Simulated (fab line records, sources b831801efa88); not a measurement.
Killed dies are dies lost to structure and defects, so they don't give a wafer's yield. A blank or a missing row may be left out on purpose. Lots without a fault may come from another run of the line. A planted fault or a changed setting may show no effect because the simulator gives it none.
fab line records | flow sky130
record lots=15 wafers=45 last_day=50
route steps=708 shown LDD_N@239 LDD_P@266 LDD_HVN@277 PAD_OPEN@708
lots that met no fault: from a run of the same line without faults
start_h: hours from the record's first day to the start of the lot's first wafer shown | wait_h: hours since the lot's step before | " the same as in the row above | L1.1+2: a row that stands for several wafers | - no value, or no start given | * or withheld: withheld | < > ~ a bound
route shown NAME@n: a module of which the file shows steps, and the number in the route of the first | usual: mean/standard deviation of fault-free wafers | same: alike in all rows | chamber/n: place in a boat | sites: the reading at each site | _std_site: their standard deviation | _edge_site: outer sites' mean less inner sites' | radius_mm: how far each site lies from the wafer's centre | mask NAME#n: copy n | behind: the tool/chamber that last shaped the wafer | hold: why the lot was held/for how many hours/how that ended | device: the transistor (n, p or np) that didn't switch | end of line: the same wafers' tests at the end of the route | a step without rows: its recipe alone | killed: dies lost to structure and defects at the first sort, not the wafer's yield | map: a wafer's dies, x killed, . not, _ none there
set.NAME: the setting as run; set.NAME@STEP: as run at that earlier step | model.NAME: the simulator's own value behind a step, which no gauge read
steps of the route over a sample of lots; a table a step, a row a wafer
## steps
# step SKY_LDD_N_COAT_02
# recipe resist=NOVOLAK spin_rpm=3000 resist_thk_nm=300
# usual chill_plate_temp_C=23.01/0.11 dispense_pressure_kPa=50/5.5
# columns lot.wafer tool chamber start_h wait_h chill_plate_temp_C dispense_pressure_kPa
L873.3 litho_track-01 0 384.76 0.1 23.06 56
L873.4 " 0 " " 22.96 56
L873.5 " 0 " " 23.16 56
L874.1 litho_track-01 0 395.76 0.1 23.05 56
L874.5 " 0 " " 22.97 56
L874.6 " 0 " " 22.96 56
L875.3 litho_track-04 0 406.20 0.1 23.16 54
L875.4 " 0 " " 23.13 54
L875.6 " 0 " " 23.12 54
L876.1 litho_track-01 0 411.91 0.1 23.00 56
L876.2 " 0 " " 23.02 56
L876.6 " 0 " " 22.88 56
L878.3 litho_track-01 0 452.61 0.1 22.99 56
L878.5 " 0 " " 23.07 56
L878.6 " 0 " " 23.02 56
L881.1 litho_track-04 0 477.35 0.1 23.01 54
L881.2 " 0 " " 22.87 54
L881.5 " 0 " " 23.02 54
L882.2 litho_track-03 0 493.18 0.1 22.97 44
L882.4 " 0 " " 23.19 44
L882.6 " 0 " " 23.04 44
L883.1 litho_track-01 0 493.41 0.1 23.04 56
L883.2 " 0 " " 23.10 56
L883.6 " 0 " " 23.07 56
L885.3 litho_track-03 0 499.01 0.1 23.09 44
L885.4 " 0 " " 23.02 44
L885.5 " 0 " " 23.09 44
L889.1 litho_track-03 0 522.51 0.1 23.13 44
L889.5 " 0 " " 22.90 44
L889.6 " 0 " " 23.12 44
L890.3 litho_track-01 - 532.91 0.1 - -
L890.5 " - " " - -
L890.6 " - " " - -
L891.2 litho_track-03 - 542.98 0.1 - -
L891.3 " - " " - -
L891.4 " - " " - -
L892.1 litho_track-03 - 556.51 0.1 - -
L892.3 " - " " - -
L892.4 " - " " - -
L895.2 litho_track-04 0 577.73 0.1 22.96 54
L895.4 " 0 " " 22.83 54
L895.6 " 0 " " 23.07 54
L894.2 litho_track-04 0 578.33 0.1 23.07 54
L894.4 " 0 " " 23.10 54
L894.6 " 0 " " 23.07 54
# step SKY_LDD_N_OVL_MEAS_07
# usual LDD_N_OVL=0.4/1.2
# columns lot.wafer tool chamber start_h wait_h LDD_N_OVL[nm]
L873.3 overlay-01 - 398.57 0.1 0.1
L873.4 " - " " 0.8
L873.5 " - " " -0.2
L874.1 overlay-01 - 409.71 0.1 0.2
L874.5 " - " " 1.4
L874.6 " - " " -0.2
L875.3 overlay-02 - 420.17 0.1 -1.0
L875.4 " - " " 0.3
L875.6 " - " " -0.4
L876.1 overlay-02 - 426.81 0.1 1.6
L876.2 " - " " 0.4
L876.6 " - " " -0.7
L878.3 overlay-02 - 468.47 0.1 0.1
L878.5 " - " " -1.6
L878.6 " - " " -0.8
L881.1 overlay-01 - 492.16 0.1 -1.5
L881.2 " - " " -0.8
L881.5 " - " " -0.7
L882.2 overlay-01 - 508.36 0.1 -1.2
L882.4 " - " " -0.9
L882.6 " - " " -0.7
L883.1 overlay-01 - 509.21 0.1 2.9
L883.2 " - " " 1.4
L883.6 " - " " 1.3
L885.3 overlay-01 - 513.46 0.1 1.0
L885.4 " - " " 0.0
L885.5 " - " " 0.8
L889.1 overlay-01 - 537.06 0.1 2.0
L889.5 " - " " 2.7
L889.6 " - " " 1.8
L890.3 overlay-01 - 546.61 0.1 -
L890.5 " - " " -
L890.6 " - " " -
L891.2 overlay-01 - 558.67 0.1 -
L891.3 " - " " -
L891.4 " - " " -
L892.1 overlay-02 - 571.65 0.1 -
L892.3 " - " " -
L892.4 " - " " -
L895.2 overlay-01 - 593.62 0.1 1.9
L895.4 " - " " 2.2
L895.6 " - " " 0.0
L894.2 overlay-02 - 594.12 0.1 0.5
L894.4 " - " " 1.3
L894.6 " - " " 2.4
# step SKY_LDD_P_TW_MEAS_11
# usual LDD_P_TW=637/6.4
# columns lot.wafer tool chamber start_h wait_h LDD_P_TW
L873.3 film_metro-04 - 429.74 0.1 641
L873.4 " - " " 640
L873.5 " - " " 640
L874.1 film_metro-04 - 440.41 0.1 637
L874.5 " - " " 640
L874.6 " - " " 643
L875.3 film_metro-01 - 450.83 0.1 627
L875.4 " - " " 620
L875.6 " - " " 625
L876.1 film_metro-01 - 457.71 0.1 628
L876.2 " - " " 631
L876.6 " - " " 628
L878.3 film_metro-02 - 500.34 0.1 642
L878.5 " - " " 641
L878.6 " - " " 639
L881.1 film_metro-02 - 523.77 0.1 640
L881.2 " - " " 637
L881.5 " - " " 641
L882.2 film_metro-01 - 539.38 0.1 632
L882.4 " - " " 629
L882.6 " - " " 629
L883.1 film_metro-04 - 540.86 0.1 644
L883.2 " - " " 644
L883.6 " - " " 644
L885.3 film_metro-04 - 544.55 0.1 647
L885.4 " - " " 644
L885.5 " - " " 644
L889.1 film_metro-02 - 568.66 0.1 637
L889.5 " - " " 640
L889.6 " - " " 635
L890.3 film_metro-04 - 577.83 0.1 2613
L890.5 " - " " 2606
L890.6 " - " " 2607
L891.2 film_metro-02 - 589.63 0.1 2606
L891.3 " - " " 2600
L891.4 " - " " 2593
L892.1 film_metro-01 - 603.12 0.1 2569
L892.3 " - " " 2547
L892.4 " - " " 2566
L895.2 film_metro-04 - 624.18 0.1 643
L895.4 " - " " 646
L895.6 " - " " 641
L894.2 film_metro-02 - 625.33 0.1 635
L894.4 " - " " 633
L894.6 " - " " 640
# step SKY_LDD_HVN_TW_MEAS_10
# usual LDD_HVN_TW=1429/14
# columns lot.wafer tool chamber start_h wait_h LDD_HVN_TW
L873.3 film_metro-02 - 459.72 0.1 1461
L873.4 " - " " 1458
L873.5 " - " " 1464
L874.1 film_metro-01 - 470.70 0.1 1416
L874.5 " - " " 1420
L874.6 " - " " 1420
L875.3 film_metro-01 - 481.82 0.1 1420
L875.4 " - " " 1417
L875.6 " - " " 1419
L876.1 film_metro-03 - 488.95 0.1 1436
L876.2 " - " " 1435
L876.6 " - " " 1441
L878.3 film_metro-03 - 531.27 0.1 1430
L878.5 " - " " 1434
L878.6 " - " " 1437
L881.1 film_metro-03 - 553.40 0.1 1437
L881.2 " - " " 1440
L881.5 " - " " 1434
L882.2 film_metro-03 - 569.56 0.1 1432
L882.4 " - " " 1434
L882.6 " - " " 1431
L883.1 film_metro-01 - 571.05 0.1 1420
L883.2 " - " " 1426
L883.6 " - " " 1421
L885.3 film_metro-01 - 574.97 0.1 1427
L885.4 " - " " 1423
L885.5 " - " " 1421
L889.1 film_metro-01 - 599.00 0.1 1420
L889.5 " - " " 1412
L889.6 " - " " 1419
L890.3 film_metro-01 - 607.37 0.1 2685
L890.5 " - " " 2658
L890.6 " - " " 2677
L891.2 film_metro-03 - 619.06 0.1 2702
L891.3 " - " " 2697
L891.4 " - " " 2709
L892.1 film_metro-01 - 633.20 0.1 2671
L892.3 " - " " 2664
L892.4 " - " " 2676
L895.2 film_metro-01 - 653.11 0.1 1409
L895.4 " - " " 1401
L895.6 " - " " 1414
L894.2 film_metro-02 - 654.07 0.1 1451
L894.4 " - " " 1461
L894.6 " - " " 1449
# step SKY_PAD_OPEN_PROBE_99
# usual killed_at_M0_to_M3=43/6.8 killed_at_M4_up=3.0/1.8 killed_at_contacts=23/5.4 killed_at_front_end=15/4.4 killed_at_other=0.3/0.51 killed_dies=85/9.2 killed_on_rim=17/3.7 killed_open=47/6.8 killed_short=39/6.8
# same gross_dies=492 killed_at_back_side=0
# columns lot.wafer tool chamber start_h wait_h killed_at_M0_to_M3 killed_at_M4_up killed_at_contacts killed_at_front_end killed_at_other killed_dies killed_on_rim killed_open killed_short
L873.3 prober-02 - 1075.12 0.2 39 3 31 18 0 91 21 58 33
L873.4 prober-02 - 1075.17 0.2 39 4 25 16 0 84 18 45 39
L873.5 prober-02 - 1075.22 0.2 33 6 33 16 0 88 20 49 39
L874.1 prober-01 - 1080.67 0.1 50 5 16 22 0 93 22 58 35
L874.5 prober-01 - 1080.87 0.2 32 1 23 13 0 69 10 40 29
L874.6 prober-01 - 1080.92 0.2 47 2 26 14 0 89 14 46 43
L875.3 prober-02 - 1084.58 0.2 49 1 19 22 0 91 12 50 41
L875.4 prober-02 - 1084.63 0.2 36 2 20 21 1 80 18 37 43
L875.6 prober-02 - 1084.73 0.2 45 2 19 21 0 87 18 41 46
L876.1 prober-01 - 1090.32 0.1 46 3 18 13 0 80 18 47 33
L876.2 prober-01 - 1090.37 0.1 51 5 28 10 0 94 23 50 44
L876.6 prober-01 - 1090.57 0.2 46 3 19 10 0 78 16 49 29
L878.3 prober-01 - 1118.18 0.2 45 2 23 14 0 84 17 45 39
L878.5 prober-01 - 1118.28 0.2 39 1 17 24 0 81 17 43 38
L878.6 prober-01 - 1118.33 0.2 48 3 20 22 2 95 21 59 36
L881.1 prober-02 - 1134.29 0.1 33 5 20 14 0 72 12 34 38
L881.2 prober-02 - 1134.34 0.1 39 2 21 10 0 72 17 35 37
L881.5 prober-02 - 1134.49 0.2 32 3 19 22 0 76 20 42 34
L882.2 prober-02 - 1145.97 0.1 44 3 26 11 0 84 16 48 36
L882.4 prober-02 - 1146.07 0.2 44 1 19 13 1 78 20 44 34
L882.6 prober-02 - 1146.17 0.2 34 5 22 12 0 73 11 31 42
L883.1 prober-01 - 1147.07 0.1 35 4 20 16 0 75 17 39 36
L883.2 prober-01 - 1147.12 0.1 44 1 30 9 1 85 14 52 33
L883.6 prober-01 - 1147.32 0.2 38 6 16 17 1 78 16 46 32
L885.3 prober-02 - 1152.39 0.2 41 5 13 23 0 82 12 36 46
L885.4 prober-02 - 1152.44 0.2 46 3 18 16 1 84 18 43 41
L885.5 prober-02 - 1152.49 0.2 50 3 30 18 0 101 27 58 43
L889.1 prober-02 - 1164.28 0.1 44 2 17 15 0 78 13 47 31
L889.5 prober-02 - 1164.48 0.2 37 1 22 13 0 73 12 43 30
L889.6 prober-02 - 1164.53 0.2 46 1 19 14 0 80 16 30 50
L890.3 prober-01 - 1166.34 0.2 44 4 16 427 1 492 96 52 32
L890.5 prober-01 - 1166.44 0.2 43 2 18 429 0 492 96 48 28
L890.6 prober-01 - 1166.49 0.2 52 2 18 419 1 492 96 54 41
L891.2 prober-02 - 1176.48 0.1 56 1 26 409 0 492 96 45 56
L891.3 prober-02 - 1176.53 0.2 46 2 25 419 0 492 96 51 47
L891.4 prober-02 - 1176.58 0.2 47 6 27 412 0 492 96 56 45
L892.1 prober-01 - 1183.36 0.1 52 4 30 406 0 492 96 49 49
L892.3 prober-01 - 1183.46 0.2 45 3 25 418 1 492 96 52 43
L892.4 prober-01 - 1183.51 0.2 51 5 21 415 0 492 96 39 48
L895.2 prober-01 - 1194.18 0.1 38 5 22 11 0 76 14 44 32
L895.4 prober-01 - 1194.28 0.2 55 2 22 8 2 89 14 53 36
L895.6 prober-01 - 1194.38 0.2 40 3 27 11 0 81 17 47 34
L894.2 prober-02 - 1197.92 0.1 40 5 24 12 0 81 16 44 37
L894.4 prober-02 - 1198.02 0.2 46 2 20 18 0 86 13 45 41
L894.6 prober-02 - 1198.12 0.2 36 2 26 21 0 85 8 46 39
# killed by level:class
L873.3 CONTACT:geometric_particle:open=13 VIA1:geometric_particle:open=12 LI_CONTACT:geometric_particle:open=9 VIA2:geometric_particle:open=6 CONTACT:geometric_particle:short=5 FIELD_ISO:geometric_particle:open=4 POLY_GATE:geometric_particle:short=4 METAL2:geometric_particle:short=4
L873.4 VIA1:geometric_particle:open=11 CONTACT:geometric_particle:open=9 LI_CONTACT:geometric_particle:open=6 FIELD_ISO:geometric_particle:short=5 FIELD_ISO:geometric_particle:open=5 CONTACT:geometric_particle:short=5 METAL1:geometric_particle:short=5 VIA3:geometric_particle:open=5
L873.5 CONTACT:geometric_particle:open=12 LI_CONTACT:geometric_particle:open=8 METAL2:geometric_particle:short=8 VIA1:geometric_particle:open=7 FIELD_ISO:geometric_particle:open=5 LOCAL_INTERCONNECT:geometric_particle:short=5 VIA3:geometric_particle:open=5 METAL4:geometric_particle:short=5
L874.1 VIA1:geometric_particle:open=15 VIA2:geometric_particle:open=9 CONTACT:geometric_particle:open=7 FIELD_ISO:geometric_particle:open=6 POLY_GATE:geometric_particle:short=6 LI_CONTACT:geometric_particle:open=6 VIA1:geometric_particle:short=5 METAL2:geometric_particle:short=5
L874.5 VIA1:geometric_particle:open=10 CONTACT:geometric_particle:open=6 CONTACT:geometric_particle:short=6 VIA3:geometric_particle:open=5 LI_CONTACT:geometric_particle:open=4 METAL2:geometric_particle:short=4 FIELD_ISO:geometric_particle:short=3 FIELD_ISO:geometric_particle:open=3
L874.6 VIA1:geometric_particle:open=10 LI_CONTACT:geometric_particle:open=9 CONTACT:geometric_particle:open=8 VIA2:geometric_particle:open=8 FIELD_ISO:geometric_particle:short=7 VIA1:geometric_particle:short=7 METAL3:geometric_particle:short=6 VIA3:geometric_particle:open=5
L875.3 CONTACT:geometric_particle:open=9 VIA2:geometric_particle:open=9 FIELD_ISO:geometric_particle:short=8 VIA1:geometric_particle:open=7 VIA3:geometric_particle:open=6 VIA2:geometric_particle:short=6 FIELD_ISO:geometric_particle:open=5 POLY_GATE:geometric_particle:short=5
L875.4 VIA1:geometric_particle:open=9 POLY_GATE:geometric_particle:open=8 LI_CONTACT:geometric_particle:short=6 FIELD_ISO:geometric_particle:short=5 METAL3:geometric_particle:short=5 POLY_GATE:geometric_particle:short=5 VIA1:geometric_particle:short=5 VIA3:geometric_particle:open=5
L875.6 FIELD_ISO:geometric_particle:open=7 CONTACT:geometric_particle:short=7 CONTACT:geometric_particle:open=7 METAL1:geometric_particle:short=7 VIA1:geometric_particle:open=7 METAL2:geometric_particle:short=7 VIA2:geometric_particle:open=6 POLY_GATE:geometric_particle:short=5
L876.1 VIA1:geometric_particle:open=16 METAL2:geometric_particle:open=6 CONTACT:geometric_particle:open=5 FIELD_ISO:geometric_particle:open=4 FIELD_ISO:geometric_particle:short=4 LI_CONTACT:geometric_particle:open=4 LOCAL_INTERCONNECT:geometric_particle:short=4 CONTACT:geometric_particle:short=4
L876.2 VIA1:geometric_particle:open=14 CONTACT:geometric_particle:open=13 VIA3:geometric_particle:open=9 METAL2:geometric_particle:short=8 VIA2:geometric_particle:open=6 LI_CONTACT:geometric_particle:open=5 METAL4:geometric_particle:short=5 CONTACT:geometric_particle:short=4
L876.6 VIA1:geometric_particle:open=11 VIA2:geometric_particle:open=7 VIA3:geometric_particle:open=7 CONTACT:geometric_particle:short=6 VIA1:geometric_particle:short=5 CONTACT:geometric_particle:open=5 LI_CONTACT:geometric_particle:open=5 VIA3:geometric_particle:short=5
L878.3 VIA1:geometric_particle:open=10 LI_CONTACT:geometric_particle:open=8 VIA2:geometric_particle:open=8 METAL1:geometric_particle:short=7 CONTACT:geometric_particle:open=6 VIA3:geometric_particle:open=5 FIELD_ISO:geometric_particle:short=4 POLY_GATE:geometric_particle:short=4
L878.5 VIA1:geometric_particle:open=11 POLY_GATE:geometric_particle:short=9 CONTACT:geometric_particle:open=7 VIA2:geometric_particle:short=5 METAL2:geometric_particle:open=4 METAL2:geometric_particle:short=4 VIA2:geometric_particle:open=4 VIA3:geometric_particle:open=4
L878.6 VIA1:geometric_particle:open=15 VIA2:geometric_particle:open=9 FIELD_ISO:geometric_particle:open=8 LI_CONTACT:geometric_particle:open=7 CONTACT:geometric_particle:open=6 VIA1:geometric_particle:short=5 VIA2:geometric_particle:short=5 VIA3:geometric_particle:open=5
L881.1 CONTACT:geometric_particle:open=11 VIA1:geometric_particle:open=7 VIA1:geometric_particle:short=7 METAL1:geometric_particle:short=4 METAL2:geometric_particle:short=4 VIA2:geometric_particle:open=4 FIELD_ISO:geometric_particle:short=3 SPACER:geometric_particle:short=3
L881.2 VIA1:geometric_particle:short=7 POLY_GATE:geometric_particle:short=6 LI_CONTACT:geometric_particle:open=6 CONTACT:geometric_particle:open=6 VIA1:geometric_particle:open=6 VIA3:geometric_particle:open=6 METAL1:geometric_particle:short=4 VIA2:geometric_particle:open=4
L881.5 CONTACT:geometric_particle:open=7 VIA3:geometric_particle:open=7 SPACER:geometric_particle:short=5 POLY_GATE:geometric_particle:open=5 POLY_GATE:geometric_particle:short=5 VIA1:geometric_particle:open=5 LI_CONTACT:geometric_particle:open=4 CONTACT:geometric_particle:short=3
L882.2 LI_CONTACT:geometric_particle:open=13 METAL2:geometric_particle:short=10 VIA1:geometric_particle:open=10 CONTACT:geometric_particle:open=7 METAL1:geometric_particle:short=7 FIELD_ISO:geometric_particle:open=4 LOCAL_INTERCONNECT:geometric_particle:short=3 SPACER:geometric_particle:open=3
L882.4 VIA1:geometric_particle:open=12 CONTACT:geometric_particle:open=9 VIA1:geometric_particle:short=9 FIELD_ISO:geometric_particle:open=6 LI_CONTACT:geometric_particle:open=6 VIA2:geometric_particle:short=6 VIA2:geometric_particle:open=6 CONTACT:geometric_particle:short=4
L882.6 VIA1:geometric_particle:short=8 LI_CONTACT:geometric_particle:open=7 VIA1:geometric_particle:open=7 VIA2:geometric_particle:short=5 CONTACT:geometric_particle:short=5 CONTACT:geometric_particle:open=5 FIELD_ISO:geometric_particle:short=4 LOCAL_INTERCONNECT:geometric_particle:short=4
L883.1 METAL2:geometric_particle:short=7 CONTACT:geometric_particle:open=6 VIA2:geometric_particle:open=5 VIA3:geometric_particle:open=5 FIELD_ISO:geometric_particle:open=4 FIELD_ISO:geometric_particle:short=4 SPACER:geometric_particle:open=4 LI_CONTACT:geometric_particle:short=3
L883.2 CONTACT:geometric_particle:open=15 LI_CONTACT:geometric_particle:open=7 METAL1:geometric_particle:short=6 VIA1:geometric_particle:short=6 VIA1:geometric_particle:open=6 VIA2:geometric_particle:open=6 VIA3:geometric_particle:short=6 VIA3:geometric_particle:open=6
L883.6 VIA1:geometric_particle:open=7 VIA3:geometric_particle:open=7 LI_CONTACT:geometric_particle:open=6 VIA2:geometric_particle:open=6 METAL4:geometric_particle:short=6 FIELD_ISO:geometric_particle:open=5 METAL2:geometric_particle:short=5 POLY_GATE:geometric_particle:open=4
L885.3 POLY_GATE:geometric_particle:open=7 VIA1:geometric_particle:open=7 POLY_GATE:geometric_particle:short=6 VIA2:geometric_particle:open=6 CONTACT:geometric_particle:open=5 METAL1:geometric_particle:short=5 METAL4:geometric_particle:short=5 FIELD_ISO:geometric_particle:short=4
L885.4 VIA2:geometric_particle:open=11 VIA1:geometric_particle:open=8 METAL1:geometric_particle:short=7 LOCAL_INTERCONNECT:geometric_particle:short=5 METAL2:geometric_particle:short=5 POLY_GATE:geometric_particle:open=4 POLY_GATE:geometric_particle:short=4 LI_CONTACT:geometric_particle:open=4
L885.5 VIA1:geometric_particle:open=13 CONTACT:geometric_particle:open=10 VIA3:geometric_particle:open=8 LOCAL_INTERCONNECT:geometric_particle:short=7 METAL1:geometric_particle:short=7 LI_CONTACT:geometric_particle:open=6 VIA2:geometric_particle:open=6 CONTACT:geometric_particle:short=5
L889.1 VIA1:geometric_particle:open=17 CONTACT:geometric_particle:open=8 FIELD_ISO:geometric_particle:short=5 METAL1:geometric_particle:short=5 VIA2:geometric_particle:open=5 FIELD_ISO:geometric_particle:open=4 POLY_GATE:geometric_particle:short=4 LI_CONTACT:geometric_particle:open=4
L889.5 VIA2:geometric_particle:open=13 VIA1:geometric_particle:open=7 METAL2:geometric_particle:short=6 LI_CONTACT:geometric_particle:open=6 CONTACT:geometric_particle:open=6 CONTACT:geometric_particle:short=5 METAL1:geometric_particle:short=4 LOCAL_INTERCONNECT:geometric_particle:open=4
L889.6 METAL1:geometric_particle:short=13 VIA1:geometric_particle:short=9 FIELD_ISO:geometric_particle:short=7 VIA1:geometric_particle:open=7 LI_CONTACT:geometric_particle:short=5 LI_CONTACT:geometric_particle:open=5 CONTACT:geometric_particle:short=4 METAL2:geometric_particle:open=4
L890.3 LDD_N:area_expose=408 VIA1:geometric_particle:open=13 FIELD_ISO:geometric_particle:open=7 LI_CONTACT:geometric_particle:open=6 VIA2:geometric_particle:open=6 VIA1:geometric_particle:short=5 FIELD_ISO:geometric_particle:short=4 CONTACT:geometric_particle:open=4
L890.5 LDD_N:area_expose=416 CONTACT:geometric_particle:open=11 VIA1:geometric_particle:open=7 FIELD_ISO:geometric_particle:open=6 METAL2:geometric_particle:short=6 VIA3:geometric_particle:open=6 LI_CONTACT:geometric_particle:open=5 VIA2:geometric_particle:open=5
L890.6 LDD_N:area_expose=397 VIA1:geometric_particle:open=12 VIA3:geometric_particle:open=8 VIA2:geometric_particle:open=7 FIELD_ISO:geometric_particle:short=6 FIELD_ISO:geometric_particle:open=6 CONTACT:geometric_particle:open=6 CONTACT:geometric_particle:short=5
L891.2 LDD_N:area_expose=391 CONTACT:geometric_particle:open=10 METAL1:geometric_particle:short=10 VIA1:geometric_particle:open=10 VIA2:geometric_particle:open=10 POLY_GATE:geometric_particle:short=9 LI_CONTACT:geometric_particle:open=8 METAL2:geometric_particle:short=6
L891.3 LDD_N:area_expose=394 POLY_GATE:geometric_particle:open=10 METAL1:geometric_particle:short=10 VIA1:geometric_particle:open=10 VIA2:geometric_particle:open=7 CONTACT:geometric_particle:open=6 VIA3:geometric_particle:open=6 FIELD_ISO:geometric_particle:short=5
L891.4 LDD_N:area_expose=391 CONTACT:geometric_particle:open=9 LI_CONTACT:geometric_particle:open=8 METAL1:geometric_particle:short=8 VIA3:geometric_particle:open=8 VIA1:geometric_particle:open=7 VIA2:geometric_particle:open=7 FIELD_ISO:geometric_particle:short=5
L892.1 LDD_N:area_expose=394 VIA1:geometric_particle:open=12 METAL2:geometric_particle:short=12 LOCAL_INTERCONNECT:geometric_particle:short=8 METAL3:geometric_particle:short=7 CONTACT:geometric_particle:open=7 VIA3:geometric_particle:open=7 VIA2:geometric_particle:open=6
L892.3 LDD_N:area_expose=397 VIA1:geometric_particle:open=13 CONTACT:geometric_particle:open=11 LI_CONTACT:geometric_particle:open=7 METAL1:geometric_particle:short=7 VIA1:geometric_particle:short=7 METAL2:geometric_particle:short=6 FIELD_ISO:geometric_particle:short=5
L892.4 LDD_N:area_expose=405 METAL1:geometric_particle:short=10 VIA1:geometric_particle:open=9 CONTACT:geometric_particle:open=7 VIA3:geometric_particle:open=7 METAL2:geometric_particle:short=6 LI_CONTACT:geometric_particle:short=5 VIA3:geometric_particle:short=5
L895.2 VIA1:geometric_particle:open=12 CONTACT:geometric_particle:open=8 VIA2:geometric_particle:open=8 LI_CONTACT:geometric_particle:short=6 LI_CONTACT:geometric_particle:open=5 METAL1:geometric_particle:short=5 VIA1:geometric_particle:short=5 POLY_GATE:geometric_particle:open=3
L895.4 VIA1:geometric_particle:open=18 VIA2:geometric_particle:open=9 LI_CONTACT:geometric_particle:open=8 VIA3:geometric_particle:open=8 METAL1:geometric_particle:short=6 LI_CONTACT:geometric_particle:short=5 LOCAL_INTERCONNECT:geometric_particle:short=5 CONTACT:geometric_particle:open=4
L895.6 VIA1:geometric_particle:open=13 CONTACT:geometric_particle:open=10 VIA1:geometric_particle:short=8 LI_CONTACT:geometric_particle:open=6 VIA3:geometric_particle:open=5 LI_CONTACT:geometric_particle:short=4 CONTACT:geometric_particle:short=4 VIA2:geometric_particle:open=3
L894.2 CONTACT:geometric_particle:open=9 VIA3:geometric_particle:open=8 LI_CONTACT:geometric_particle:open=7 VIA1:geometric_particle:open=6 METAL2:geometric_particle:short=6 POLY_GATE:geometric_particle:short=4 CONTACT:geometric_particle:short=4 VIA1:geometric_particle:short=4
L894.4 VIA1:geometric_particle:open=9 VIA3:geometric_particle:open=8 CONTACT:geometric_particle:open=8 FIELD_ISO:geometric_particle:short=7 VIA2:geometric_particle:open=6 LI_CONTACT:geometric_particle:open=6 FIELD_ISO:geometric_particle:open=4 VIA1:geometric_particle:short=4
L894.6 CONTACT:geometric_particle:open=10 FIELD_ISO:geometric_particle:open=8 VIA2:geometric_particle:open=7 CONTACT:geometric_particle:short=7 VIA1:geometric_particle:open=7 FIELD_ISO:geometric_particle:short=4 POLY_GATE:geometric_particle:short=4 POLY_GATE:geometric_particle:open=4
## key
first_sign step=SKY_LDD_N_COAT_02 reading=tool_record direction=missing
effect step=SKY_LDD_N_OVL_MEAS_07 reading=LDD_N_OVL direction=missing
effect step=SKY_LDD_P_TW_MEAS_11 reading=LDD_P_TW direction=up sigmas=99+ usual=637 struck=2590
effect step=SKY_LDD_HVN_TW_MEAS_10 reading=LDD_HVN_TW direction=up sigmas=90 usual=1429 struck=2682
effect step=SKY_PAD_OPEN_PROBE_99 reading=killed_at_front_end direction=up sigmas=91 usual=15 struck=417
more_kills_born_at SKY_LDD_N_EXPOSE_04@iline_stepper-02=3593
met_at SKY_LDD_N_COAT_02
struck_lots L890,L891,L892
tester_left_out L890,L891,L892
onset_between 522.51 532.91
fault kind=skipped_step_whole tool=litho_track-01,litho_track-03 chamber=- onset_h=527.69 steps=SKY_LDD_N_COAT_02 scope=struck_lots_only
# tester_left_out: of these lots the tester's yield and bins aren't shown, on N5 and GAA mostly nor the transistor test; their killed dies are dies lost to structure and defects alone, not to doping, threshold or leakage, so they don't give the yield
